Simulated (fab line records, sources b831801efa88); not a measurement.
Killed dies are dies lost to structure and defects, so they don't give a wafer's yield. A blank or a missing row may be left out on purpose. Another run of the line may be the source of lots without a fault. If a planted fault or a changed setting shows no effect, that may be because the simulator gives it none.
fab line records + flow gf180mcu
[record]
- lots = 12
- wafers = 36
- lastDay = 34
route steps=602 shown DUAL_GATE@156 M2@378 V2@387
lots that met no fault: taken from a fault-free run of the same line
startH: start of the lot's first displayed wafer, in hours after the record's first day + waitH: hours since the lot's step before + " identical to the entry in the row above + L1.1+2: several wafers, shown together as one row + - either no value or no given start + * or withheld: withheld + < > ~ a bound
route shown NAME@n: names a module that has steps shown in the file, with the first one's number in the route + usual: average and standard deviation across the fault-free wafers + same: alike in all rows + chamber/n: place in a boat + sites: per-site readings + _std_site: their standard deviation + _edge_site: outer sites' mean less inner sites' + radiusMm: for every site, how far away it sits from the centre of the wafer + mask NAME#n: copy n + behind: the last tool/chamber to shape the wafer + hold: what put the lot on hold/how long, in hours/how the hold closed + device: which transistor (n, p or np) failed to switch + end of line: tests of these same wafers at the route's end + a step without rows: its recipe alone + killed: count of dies lost to structure and defects at first sort (not the wafer's yield) + map: a wafer's dies, x killed, . not, _ none there
set.NAME: the setting that was run; set.NAME@STEP: the one run at that earlier step + model.NAME: the simulator's own value behind a step, which no gauge read
the route's steps for a sample of lots (tables are steps, rows are wafers)
services: a tool's chamber out of use, with start hour (startH, from the record's first day; less than 0 if before it), hours out, and reason
[[steps]]
[step GF_DUAL_GATE_OXIDATION_15]
[recipe]
- tempC = 850
- ambient = O2
- stabiliseS = 600
- purgeS = 300
- targetThkA = 70.98
- oxTimeS = 1995
[usual]
- spikeTcBottomC = 868.2/1.1
- spikeTcCentreC = 850.6/1.4
- spikeTcLowerC = 851.1/1.4
- spikeTcTopC = 863.9/1.8
- spikeTcUpperC = 850.1/1
- tubeCenterTempC = 849.99/0.076
- tube_center_temp_C_max = 852.2/0.35
[same]
- purgeS = 300
| lot.wafer | tool       | chamber | startH | waitH | spikeTcBottomC | spikeTcCentreC | spikeTcLowerC | spikeTcTopC | spikeTcUpperC | tubeCenterTempC | tube_center_temp_C_max |
|-----------|------------|---------|--------|-------|----------------|----------------|---------------|-------------|---------------|-----------------|------------------------|
| L220.2    | furnace-02 | 0       | 177.78 | 0.1   | 866.6          | 851.3          | 847.9         | 861.9       | 848.9         | 849.98          | 852.2                  |
| L220.3    | "          | 0       | "      | "     | 868.7          | 850.5          | 850.1         | 862.3       | 850.9         | 850.01          | 852.2                  |
| L220.4    | "          | 0       | "      | "     | 867.1          | 849.9          | 852.1         | 863.1       | 849.8         | 849.97          | 851.4                  |
| L221.3    | furnace-02 | 0       | 186.99 | 1.0   | 867.4          | 850.3          | 850.2         | 861.8       | 848.8         | 849.95          | 852.3                  |
| L221.5    | "          | 0       | "      | "     | 868.7          | 849.9          | 850.1         | 863.5       | 850.9         | 850.05          | 852.2                  |
| L221.6    | "          | 0       | "      | "     | 867.4          | 848.9          | 851.3         | 862.9       | 849.7         | 849.96          | 852.1                  |
| L222.2    | furnace-02 | 0       | 188.54 | 0.3   | 866.5          | 850.4          | 849.5         | 862.0       | 851.4         | 849.88          | 852.5                  |
| L222.3    | "          | 0       | "      | "     | 866.4          | 850.6          | 849.5         | 861.3       | 847.6         | 850             | 851.9                  |
| L222.4    | "          | 0       | "      | "     | 868.2          | 849.0          | 851.0         | 860.6       | 850.4         | 850.05          | 852.4                  |
| L225.1    | furnace-02 | 0       | 205.38 | 0.0   | 866.1          | 847.9          | 850.6         | 864.1       | 849.6         | 850             | 851.7                  |
| L225.3    | "          | 0       | "      | "     | 867.1          | 848.8          | 851.1         | 861.7       | 849.2         | 849.97          | 852.8                  |
| L225.4    | "          | 0       | "      | "     | 865.8          | 848.7          | 850.6         | 861.0       | 851.4         | 849.96          | 852.0                  |
| L229.1    | furnace-01 | 0       | 238.23 | 4.3   | 885.6          | 867.7          | 869.6         | 881.3       | 866.4         | 867.33          | 869.4                  |
| L229.3    | "          | 0       | "      | "     | 887.1          | 868.5          | 868.4         | 882.3       | 867.6         | 867.19          | 869.7                  |
| L229.6    | "          | 0       | "      | "     | 886.7          | 868.5          | 869.5         | 882.3       | 868.0         | 867.16          | 869.5                  |
| L231.3    | furnace-01 | 0       | 252.77 | 0.3   | 883.8          | 867.7          | 868.7         | 883.3       | 867.1         | 867.28          | 869.5                  |
| L231.5    | "          | 0       | "      | "     | 885.6          | 869.8          | 868.4         | 882.2       | 868.1         | 867.35          | 869.5                  |
| L231.6    | "          | 0       | "      | "     | 886.4          | 871.3          | 867.6         | 883.0       | 868.8         | 867.12          | 869.4                  |
| L235.2    | furnace-02 | 0       | 276.92 | 0.2   | 868.4          | 849.3          | 851.4         | 862.8       | 850.1         | 849.99          | 852.2                  |
| L235.3    | "          | 0       | "      | "     | 867.7          | 850.6          | 850.0         | 861.4       | 849.7         | 850.08          | 851.9                  |
| L235.6    | "          | 0       | "      | "     | 866.6          | 849.9          | 851.0         | 861.0       | 850.8         | 849.96          | 851.8                  |
| L239.1    | furnace-01 | 0       | 307.99 | 1.4   | 867.3          | 849.6          | 851.2         | 864.4       | 849.5         | 850.13          | 851.9                  |
| L239.2    | "          | 0       | "      | "     | 867.9          | 851.0          | 851.3         | 866.3       | 850.7         | 849.92          | 852.0                  |
| L239.6    | "          | 0       | "      | "     | 868.2          | 853.0          | 852.0         | 865.5       | 851.6         | 849.93          | 852.1                  |
| L240.1    | furnace-01 | 0       | 320.12 | 1.2   | 867.6          | 849.7          | 852.8         | 864.9       | 850.0         | 850.03          | 853.7                  |
| L240.2    | "          | 0       | "      | "     | 868.9          | 851.7          | 852.8         | 866.7       | 850.0         | 850.12          | 852.3                  |
| L240.6    | "          | 0       | "      | "     | 867.6          | 852.1          | 852.2         | 864.0       | 850.1         | 849.97          | 851.7                  |
| L241.1    | furnace-02 | 0       | 338.32 | 0.8   | 867.9          | 849.4          | 848.8         | 862.5       | 850.2         | 849.91          | 852.3                  |
| L241.2    | "          | 0       | "      | "     | 868.1          | 849.3          | 849.4         | 862.6       | 850.3         | 849.98          | 851.9                  |
| L241.3    | "          | 0       | "      | "     | 866.0          | 848.7          | 849.6         | 863.6       | 850.1         | 850.03          | 853.2                  |
| L242.1    | furnace-01 | 0       | 341.84 | 0.0   | 867.2          | 852.8          | 852.3         | 865.3       | 852.0         | 849.94          | 852.3                  |
| L242.2    | "          | 0       | "      | "     | 868.3          | 850.8          | 849.9         | 865.1       | 850.9         | 849.92          | 851.9                  |
| L242.4    | "          | 0       | "      | "     | 867.5          | 852.5          | 850.5         | 864.9       | 850.9         | 850.08          | 852.5                  |
| L243.1    | furnace-02 | 0       | 350.84 | 0.0   | 867.9          | 848.0          | 849.9         | 860.6       | 850.7         | 849.89          | 851.7                  |
| L243.3    | "          | 0       | "      | "     | 867.7          | 849.1          | 850.9         | 862.5       | 849.3         | 849.94          | 852.2                  |
| L243.4    | "          | 0       | "      | "     | 868.7          | 849.4          | 851.3         | 864.2       | 850.9         | 849.94          | 852.2                  |
[step GF_M2_METAL_ETCH_16]
[recipe]
- chemistry = Cl2/BCl3
- maskMaterial = KrF
- targetDepthNm = 750.8
- stopOn = SiO2
- pressureMtorr = 8
- icpW = 786.2
- biasW = 140
- Cl2_flow_sccm = 80
- bcl3FlowSccm = 40
- timeS = 125.1
[usual]
- chamberPressureMTorr = 8.000/0.0066
- drypumpMotorCurrentA = 5.9/0.43
- oesProductAu = 0.983/0.0049
- throttleValvePct = 28.237/0.0098
| lot.wafer | tool        | chamber | startH | waitH | chamberPressureMTorr | drypumpMotorCurrentA | oesProductAu | rfHoursCounterH | throttleValvePct |
|-----------|-------------|---------|--------|-------|----------------------|----------------------|--------------|-----------------|------------------|
| L220.2    | rieMetal-01 | 1       | 435.83 | 0.0   | 8.005                | 6.1                  | 0.983        | 1               | 28.239           |
| L220.3    | "           | 1       | "      | "     | 7.994                | 6.1                  | 0.985        | -               | 28.238           |
| L220.4    | "           | 0       | "      | "     | 7.992                | 5.5                  | 0.990        | -               | 28.226           |
| L221.3    | rieMetal-01 | 1       | 447.10 | 0.1   | 8.007                | 6.1                  | 0.991        | -               | 28.233           |
| L221.5    | "           | 1       | "      | "     | 7.989                | 6.1                  | 0.983        | -               | 28.251           |
| L221.6    | "           | 0       | "      | "     | 8.006                | 5.4                  | 0.984        | -               | 28.238           |
| L222.2    | rieMetal-04 | 0       | 453.95 | 0.0   | 8.002                | 6.7                  | 0.983        | 6               | 28.232           |
| L222.3    | "           | 0       | "      | "     | 8.000                | 6.7                  | 0.989        | -               | 28.240           |
| L222.4    | "           | 1       | "      | "     | 7.996                | 5.4                  | 0.987        | -               | 28.247           |
| L225.1    | rieMetal-02 | 1       | 473.06 | 0.0   | 8.002                | 5.6                  | 0.986        | 8               | 28.236           |
| L225.3    | "           | 0       | "      | "     | 7.995                | 6.3                  | 0.985        | -               | 28.233           |
| L225.4    | "           | 1       | "      | "     | 8.003                | 5.6                  | 0.982        | -               | 28.240           |
| L229.1    | rieMetal-01 | 0       | 519.16 | 0.0   | 8.008                | 5.4                  | 0.983        | 9               | 28.227           |
| L229.3    | "           | 1       | "      | "     | 7.993                | 6.1                  | 0.981        | -               | 28.246           |
| L229.6    | "           | 1       | "      | "     | 7.990                | 6.1                  | 0.984        | -               | 28.244           |
| L231.3    | rieMetal-02 | 0       | 534.25 | 0.1   | 7.995                | 6.3                  | 0.985        | -               | 28.244           |
| L231.5    | "           | 0       | "      | "     | 8.002                | 6.3                  | 0.984        | -               | 28.242           |
| L231.6    | "           | 1       | "      | "     | 7.996                | 5.6                  | 0.984        | -               | 28.230           |
| L235.2    | rieMetal-01 | 1       | 564.70 | 0.0   | 7.994                | 6.1                  | 0.985        | 5               | 28.246           |
| L235.3    | "           | 0       | "      | "     | 7.988                | 5.4                  | 0.980        | -               | 28.232           |
| L235.6    | "           | 1       | "      | "     | 8.003                | 6.1                  | 0.979        | -               | 28.233           |
| L239.1    | rieMetal-04 | 1       | 594.41 | 0.0   | 7.996                | 5.4                  | 0.979        | 1               | 28.224           |
| L239.2    | "           | 0       | "      | "     | 8.007                | 6.7                  | 0.974        | 10              | 28.243           |
| L239.6    | "           | 1       | "      | "     | 7.999                | 5.4                  | 0.983        | -               | 28.239           |
| L240.1    | rieMetal-01 | 0       | 606.51 | 0.0   | 8.008                | 5.4                  | 0.982        | 12              | 28.230           |
| L240.2    | "           | 1       | "      | "     | 8.002                | 6.1                  | 0.976        | 7               | 28.243           |
| L240.6    | "           | 0       | "      | "     | 8.006                | 5.4                  | 0.981        | -               | 28.236           |
| L241.1    | rieMetal-02 | 0       | 627.24 | 0.0   | 8.002                | 6.3                  | 0.988        | 10              | 28.241           |
| L241.2    | "           | 1       | "      | "     | 7.991                | 5.6                  | 0.988        | 12              | 28.231           |
| L241.3    | "           | 0       | "      | "     | 8.005                | 6.2                  | 0.981        | -               | 28.237           |
| L242.1    | rieMetal-02 | 0       | 628.75 | 0.0   | 8.008                | 6.3                  | 0.985        | 10              | 28.255           |
| L242.2    | "           | 1       | "      | "     | 7.993                | 5.6                  | 0.989        | 12              | 28.217           |
| L242.4    | "           | 0       | "      | "     | 7.993                | 6.3                  | 0.984        | -               | 28.240           |
| L243.1    | rieMetal-02 | 0       | 641.15 | 0.0   | 8.003                | 6.2                  | 0.988        | 11              | 28.234           |
| L243.3    | "           | 0       | "      | "     | 7.997                | 6.3                  | 0.991        | -               | 28.232           |
| L243.4    | "           | 1       | "      | "     | 8.012                | 5.6                  | 0.974        | -               | 28.244           |
[step GF_M2_STRIP_17]
[recipe]
- chemistry = O2/N2
- powerW = 1400
- pressureMtorr = 1500
- platenTempC = 250
- o2FlowSccm = 3000
- n2FlowSccm = 300
- overashFraction = 0.5
[usual]
- chamberPressureMTorr = 1500.2/1.2
- drypumpMotorCurrentA = 5.5/0.37
- heaterPowerW = 349/22
- oesProductAu = 0.540/0.0044
- stripTimeToEndpointS = 7.43/0.043
| lot.wafer | tool           | chamber | startH | waitH | chamberPressureMTorr | drypumpMotorCurrentA | heaterPowerW | oesProductAu | rfHoursCounterH | stripTimeToEndpointS |
|-----------|----------------|---------|--------|-------|----------------------|----------------------|--------------|--------------|-----------------|----------------------|
| L220.2    | plasmaAsher-02 | 0       | 435.96 | 0.1   | 1500.9               | 5.8                  | 373          | 0.545        | 1               | 7.38                 |
| L220.3    | "              | 0       | "      | "     | 1497.8               | 5.8                  | 382          | 0.538        | -               | 7.34                 |
| L220.4    | "              | 1       | "      | "     | 1500.5               | 5.5                  | 361          | 0.539        | -               | 7.38                 |
| L221.3    | plasmaAsher-01 | 1       | 447.22 | 0.1   | 1501.3               | 5.0                  | 341          | 0.537        | -               | 7.44                 |
| L221.5    | "              | 1       | "      | "     | 1499.8               | 5.0                  | 348          | 0.547        | -               | 7.48                 |
| L221.6    | "              | 0       | "      | "     | 1499.8               | 5.6                  | 308          | 0.541        | -               | 7.43                 |
| L222.2    | plasmaAsher-02 | 0       | 454.08 | 0.1   | 1501.0               | 5.8                  | 375          | 0.533        | 2               | 7.43                 |
| L222.3    | "              | 1       | "      | "     | 1500.5               | 5.5                  | 364          | 0.548        | -               | 7.40                 |
| L222.4    | "              | 0       | "      | "     | 1498.2               | 5.8                  | 379          | 0.545        | -               | 7.40                 |
| L225.1    | plasmaAsher-02 | 0       | 473.19 | 0.1   | 1502.4               | 5.8                  | 370          | 0.540        | 4               | 7.41                 |
| L225.3    | "              | 0       | "      | "     | 1500.4               | 5.8                  | 372          | 0.543        | -               | 7.44                 |
| L225.4    | "              | 1       | "      | "     | 1499.4               | 5.5                  | 365          | 0.538        | -               | 7.42                 |
| L229.1    | plasmaAsher-03 | 1       | 519.29 | 0.1   | 1499.0               | 6.2                  | 336          | 0.536        | 40              | 7.47                 |
| L229.3    | "              | 0       | "      | "     | 1501.0               | 5.1                  | 329          | 0.534        | -               | 7.48                 |
| L229.6    | "              | 0       | "      | "     | 1500.1               | 5.1                  | 330          | 0.535        | -               | 7.48                 |
| L231.3    | plasmaAsher-02 | 0       | 534.37 | 0.1   | 1501.1               | 5.8                  | 371          | 0.543        | -               | 7.48                 |
| L231.5    | "              | 0       | "      | "     | 1501.2               | 5.8                  | 364          | 0.536        | -               | 7.46                 |
| L231.6    | "              | 1       | "      | "     | 1499.7               | 5.5                  | 371          | 0.536        | -               | 7.47                 |
| L235.2    | plasmaAsher-03 | 0       | 564.83 | 0.1   | 1500.6               | 5.1                  | 335          | 0.544        | 45              | 7.45                 |
| L235.3    | "              | 1       | "      | "     | 1501.5               | 6.1                  | 344          | 0.541        | -               | 7.45                 |
| L235.6    | "              | 1       | "      | "     | 1499.3               | 6.1                  | 345          | 0.539        | -               | 7.44                 |
| L239.1    | plasmaAsher-03 | 0       | 594.54 | 0.1   | 1501.4               | 5.1                  | 329          | 0.546        | 48              | 7.46                 |
| L239.2    | "              | 1       | "      | "     | 1500.3               | 6.1                  | 337          | 0.542        | 48              | 7.46                 |
| L239.6    | "              | 1       | "      | "     | 1498.9               | 6.1                  | 336          | 0.546        | -               | 7.47                 |
| L240.1    | plasmaAsher-02 | 1       | 606.64 | 0.1   | 1500.4               | 5.5                  | 368          | 0.534        | 18              | 7.37                 |
| L240.2    | "              | 0       | "      | "     | 1500.8               | 5.8                  | 376          | 0.539        | 18              | 7.42                 |
| L240.6    | "              | 1       | "      | "     | 1499.3               | 5.5                  | 369          | 0.538        | -               | 7.43                 |
| L241.1    | plasmaAsher-02 | 1       | 627.37 | 0.1   | 1498.3               | 5.5                  | 362          | 0.543        | 21              | 7.46                 |
| L241.2    | "              | 0       | "      | "     | 1499.6               | 5.8                  | 367          | 0.539        | 21              | 7.44                 |
| L241.3    | "              | 0       | "      | "     | 1498.7               | 5.8                  | 365          | 0.548        | -               | 7.39                 |
| L242.1    | plasmaAsher-02 | 1       | 628.88 | 0.1   | 1500.2               | 5.5                  | 372          | 0.538        | 21              | 7.45                 |
| L242.2    | "              | 0       | "      | "     | 1500.2               | 5.8                  | 380          | 0.537        | 21              | 7.40                 |
| L242.4    | "              | 0       | "      | "     | 1500.7               | 5.8                  | 365          | 0.530        | -               | 7.43                 |
| L243.1    | plasmaAsher-03 | 1       | 641.28 | 0.1   | 1501.0               | 6.1                  | 338          | 0.540        | 53              | 7.40                 |
| L243.3    | "              | 1       | "      | "     | 1498.9               | 6.1                  | 343          | 0.536        | -               | 7.36                 |
| L243.4    | "              | 0       | "      | "     | 1498.1               | 5.0                  | 324          | 0.540        | -               | 7.40                 |
[step GF_V2_BOW_MEAS_05]
[recipe]
- mode = bow
[usual]
- V2_BOW = 100/7.9
| lot.wafer | tool         | chamber | startH | waitH | V2_BOW[um] |
|-----------|--------------|---------|--------|-------|------------|
| L220.2    | filmMetro-03 | -       | 437.07 | 0.2   | 110        |
| L220.3    | "            | -       | "      | "     | 87         |
| L220.4    | "            | -       | "      | "     | 89         |
| L221.3    | filmMetro-02 | -       | 448.32 | 0.1   | 100        |
| L221.5    | "            | -       | "      | "     | 92         |
| L221.6    | "            | -       | "      | "     | 104        |
| L222.2    | filmMetro-02 | -       | 455.34 | 0.2   | 103        |
| L222.3    | "            | -       | "      | "     | 106        |
| L222.4    | "            | -       | "      | "     | 100        |
| L225.1    | filmMetro-02 | -       | 474.32 | 0.1   | 98         |
| L225.3    | "            | -       | "      | "     | 97         |
| L225.4    | "            | -       | "      | "     | 99         |
| L229.1    | filmMetro-02 | -       | 520.48 | 0.1   | 107        |
| L229.3    | "            | -       | "      | "     | 112        |
| L229.6    | "            | -       | "      | "     | 109        |
| L231.3    | filmMetro-02 | -       | 535.47 | 0.3   | 99         |
| L231.5    | "            | -       | "      | "     | 99         |
| L231.6    | "            | -       | "      | "     | 96         |
| L235.2    | filmMetro-02 | -       | 565.95 | 0.3   | 91         |
| L235.3    | "            | -       | "      | "     | 104        |
| L235.6    | "            | -       | "      | "     | 107        |
| L239.1    | filmMetro-02 | -       | 595.63 | 0.2   | 98         |
| L239.2    | "            | -       | "      | "     | 107        |
| L239.6    | "            | -       | "      | "     | 103        |
| L240.1    | filmMetro-03 | -       | 607.78 | 0.1   | 101        |
| L240.2    | "            | -       | "      | "     | 94         |
| L240.6    | "            | -       | "      | "     | 102        |
| L241.1    | filmMetro-02 | -       | 628.47 | 0.1   | 92         |
| L241.2    | "            | -       | "      | "     | 93         |
| L241.3    | "            | -       | "      | "     | 79         |
| L242.1    | filmMetro-03 | -       | 629.98 | 0.2   | 113        |
| L242.2    | "            | -       | "      | "     | 107        |
| L242.4    | "            | -       | "      | "     | 108        |
| L243.1    | filmMetro-03 | -       | 642.38 | 0.2   | 99         |
| L243.3    | "            | -       | "      | "     | 97         |
| L243.4    | "            | -       | "      | "     | 87         |
[[services]]
| tool           | chamber | startH | hours | kind   |
|----------------|---------|--------|-------|--------|
| furnace-02     | -       | 161.66 | 4.7   | pm     |
| furnace-01     | -       | 166.59 | 2.3   | pm     |
| furnace-01     | -       | 221.51 | 4.0   | pm     |
| rieMetal-01    | -       | 254.24 | 0.6   | repair |
| rieMetal-02    | -       | 295.76 | 2.8   | pm     |
| furnace-02     | -       | 300.81 | 7.8   | repair |
| furnace-02     | -       | 308.62 | 3.4   | pm     |
| rieMetal-01    | 1       | 325.62 | 9.7   | repair |
| furnace-02     | -       | 390.84 | 4.3   | pm     |
| rieMetal-01    | -       | 418.53 | 2.4   | repair |
| plasmaAsher-02 | -       | 421.25 | 9.0   | pm     |
| rieMetal-02    | -       | 441.84 | 1.4   | pm     |
| plasmaAsher-02 | -       | 443.42 | 1.0   | repair |
| furnace-02     | -       | 470.25 | 4.1   | pm     |
| rieMetal-01    | -       | 472.22 | 2.8   | pm     |
| rieMetal-01    | 0       | 479.10 | 37.7  | repair |
| furnace-01     | -       | 482.39 | 3.4   | pm     |
| furnace-01     | -       | 502.91 | 4.1   | pm     |
| plasmaAsher-02 | -       | 504.47 | 0.9   | repair |
| furnace-01     | -       | 563.82 | 10.2  | pm     |
| rieMetal-02    | 1       | 602.21 | 12.8  | repair |
| furnace-01     | -       | 624.81 | 7.0   | pm     |
| plasmaAsher-02 | -       | 631.02 | 3.8   | repair |
| furnace-02     | -       | 638.25 | 4.2   | pm     |
[[key]]
[firstSign]
- step = GF_DUAL_GATE_OXIDATION_15
- reading = tubeCenterTempC
- direction = up
- sigmas = 99+
- usual = *
- struck = *
[effect]
- step = GF_DUAL_GATE_OXIDATION_15
- reading = tube_center_temp_C_max
- direction = up
- sigmas = 49
- usual = *
- struck = *
metAt GF_DUAL_GATE_OXIDATION_15
struckLots L229,L231
testerLeftOut L229,L231
notActingAt GF_M2_METAL_ETCH_16,GF_M2_STRIP_17,GF_V2_BOW_MEAS_05
[fault]
- kind = processParameterDrift
- tool = furnace-01
- chamber = -
- onsetH = 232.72
- steps = GF_DUAL_GATE_OXIDATION_15
- channel = tempC
- offset = *
- shape = step
- endH = 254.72
- actsIn = *
- stated = *
// testerLeftOut: of these lots the tester's yield and bins aren't shown, on N5 and GAA mostly nor the transistor test; their killed dies are dies lost to structure and defects alone, not to doping, threshold or leakage, so they don't give the yield
